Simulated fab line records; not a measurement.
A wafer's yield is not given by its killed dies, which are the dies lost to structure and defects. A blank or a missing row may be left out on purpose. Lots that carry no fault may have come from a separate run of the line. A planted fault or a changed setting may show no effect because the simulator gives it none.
The same fault as seen by 2 desks    flow gf180mcu    each desk has only its own numbers; what lay behind them comes last

## THE TOOL OWNER'S DESK: implanter-02
The tool's own readings at GF_HV_LDD_IMPLANT_48, given as means over the sampled wafers that have a number, one for each lot that went through this tool. A lot is out of limits, marked OUT, if its mean lies more than 4 standard deviations from the usual mean; the brackets give that distance.
Columns: A = beam-energy-keV at GF_HV_LDD_IMPLANT_48, usual 25.000; B = beam-on-s at GF_HV_LDD_IMPLANT_48, usual 9.97 s; C = dose-ions-cm2 at GF_HV_LDD_IMPLANT_48, usual 3.0004e+13
lot   first seen here  A                         B      C
L934  day 15 17:22     24.996                    10.05  3.0057e+13
L935  day 16 07:20     25.003                    10.01  3.0012e+13
L936  day 16 07:53     26.590 (+99 or more) OUT  9.95   3.0035e+13
L937  day 17 05:38     26.577 (+99 or more) OUT  9.70   3.0050e+13
This desk finds L936, L937 out of limits, L936 being first, at day 16 07:53 (beam-energy-keV at GF_HV_LDD_IMPLANT_48). Within limits: L934, L935.

## AT THE METROLOGY DESK
Means of the sampled wafers that have a number, per lot and without regard to the tool the lot ran on: this is what the gauges read. A lot is out of limits, marked OUT, if its mean lies more than 4 standard deviations from the usual mean; the brackets give that distance.
Columns: A = HV_LDD_4_TW at GF_HV_LDD_TW_MEAS_50, usual 572.8; B = SALICIDE_TIN_RS at GF_SALICIDE_RS_MEAS_04, usual 16.44 ohm/sq; C = SALICIDE_TIN_THK at GF_SALICIDE_THK_MEAS_05, usual 20.00 nm
lot   first seen here  A      B      C
L927  day 13 15:17     574.0  16.55  20.69
L926  day 13 16:41     574.5  16.28  20.21
L931  day 15 00:42     573.7  16.70  19.71
L934  day 15 17:37     573.3  16.25  20.07
L935  day 16 07:35     574.0  16.86  19.67
L936  day 16 08:07     579.3  16.78  20.11
L937  day 17 05:53     578.1  16.59  20.05
L938  day 17 06:12     572.8  16.10  19.87
L940  day 17 19:19     570.0  16.61  20.01
L943  day 18 19:31     573.7  16.15  19.99
L945  day 19 04:47     570.1  16.90  19.87
L946  day 19 15:49     571.7  16.30  20.22
L947  day 19 16:30     572.1  16.45  20.04
Finding of this desk: none of the 13 lots has anything out of limits.

## TAKEN TOGETHER
At day 16 07:53, on L936, L937, the tool owner's desk was in a position to raise an alarm.
Nothing out of limits was seen by the metrology desk.
The metrology desk holds a record of L936, L937, inside its limits.
All the named lots went through GF_HV_LDD_IMPLANT_48 on implanter-02.

## WHAT THE SIMULATOR PUT IN
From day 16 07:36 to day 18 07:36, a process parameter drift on implanter-02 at GF_HV_LDD_IMPLANT_48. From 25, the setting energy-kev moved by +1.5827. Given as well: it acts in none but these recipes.
Struck lots among those shown: L936, L937.
Hours from the fault's start to each desk's first reading out of limits: the tool owner's desk, 0.
